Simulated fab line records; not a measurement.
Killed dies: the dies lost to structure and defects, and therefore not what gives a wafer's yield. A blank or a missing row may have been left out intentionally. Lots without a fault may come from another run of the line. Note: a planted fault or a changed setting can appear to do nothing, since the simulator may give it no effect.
The tool behind it: which one? | flow gf180mcu | 11 lots with 33 wafers sampled at 2 steps, on a route of 602 steps

WHAT EACH GAUGE READ, for each wafer
GF_M4_RS_MEAS_05: measures by four-point-probe.
lot  | measured     | on           | M4_ALCU_RS (ohm/sq)
L685 | day 22 19:32 | filmMetro-02 | 0.0702 0.0699 0.0718
L686 | day 23 08:04 | filmMetro-02 | 0.0694 0.0700 0.0697
L687 | day 23 19:18 | filmMetro-02 | 0.0701 0.0689 0.0698
L688 | day 24 01:36 | filmMetro-04 | 0.0683 0.0693 0.0692
L689 | day 24 09:10 | filmMetro-02 | 0.0690 0.0692 0.0678
L690 | day 24 14:11 | filmMetro-02 | 0.0717 0.0718 0.0708
L691 | day 25 00:12 | filmMetro-04 | 0.0710 0.0703 0.0695
L694 | day 26 00:34 | filmMetro-04 | 0.0697 0.0693 0.0688
L703 | day 28 15:59 | filmMetro-04 | 0.0691 0.0699 0.0698
L704 | day 28 20:26 | filmMetro-03 | 0.0688 0.0696 0.0694
L707 | day 29 19:34 | filmMetro-03 | 0.0697 0.0694 0.0694

TOOL THAT RAN EACH LOT (tool first, then ch and the chambers of the sampled wafers, then the start)
lot  | GF_M4_SPUTTER_04
L685 | pvdSputter-04, day 22 19:28
L686 | pvdSputter-03, day 23 07:59
L687 | pvdSputter-02, day 23 19:14
L688 | pvdSputter-02, day 24 01:34
L689 | pvdSputter-03, day 24 09:04
L690 | pvdSputter-03, day 24 14:06
L691 | pvdSputter-04, day 25 00:10
L694 | pvdSputter-04, day 26 00:31
L703 | pvdSputter-02, day 28 15:56
L704 | pvdSputter-04, day 28 20:22
L707 | pvdSputter-02, day 29 19:31
- GF_M4_SPUTTER_04: material TiN, target thk 50 nm, time 41.7 s.

THE ANSWER, worked out from the rows above alone
Rule: what is usual is taken from the lots themselves. The widest of any qualifying gaps counts: lots, ordered by their means at a reading, are off when they make up no more than a third of the lots, leave a main group of 4 or more, and stand apart from it by 3 or more times the standard deviation of that group's means. Not used: any main group whose means are identical at the precision the tables above print for the reading. A lot without any number at a reading at which 4 lots or more have one is off too. Where the step has rows for the other lots, those lots are counted as sound.
Nothing can be told from this: no lot is off at any reading shown.

WHAT THE SIMULATOR HAD INSERTED
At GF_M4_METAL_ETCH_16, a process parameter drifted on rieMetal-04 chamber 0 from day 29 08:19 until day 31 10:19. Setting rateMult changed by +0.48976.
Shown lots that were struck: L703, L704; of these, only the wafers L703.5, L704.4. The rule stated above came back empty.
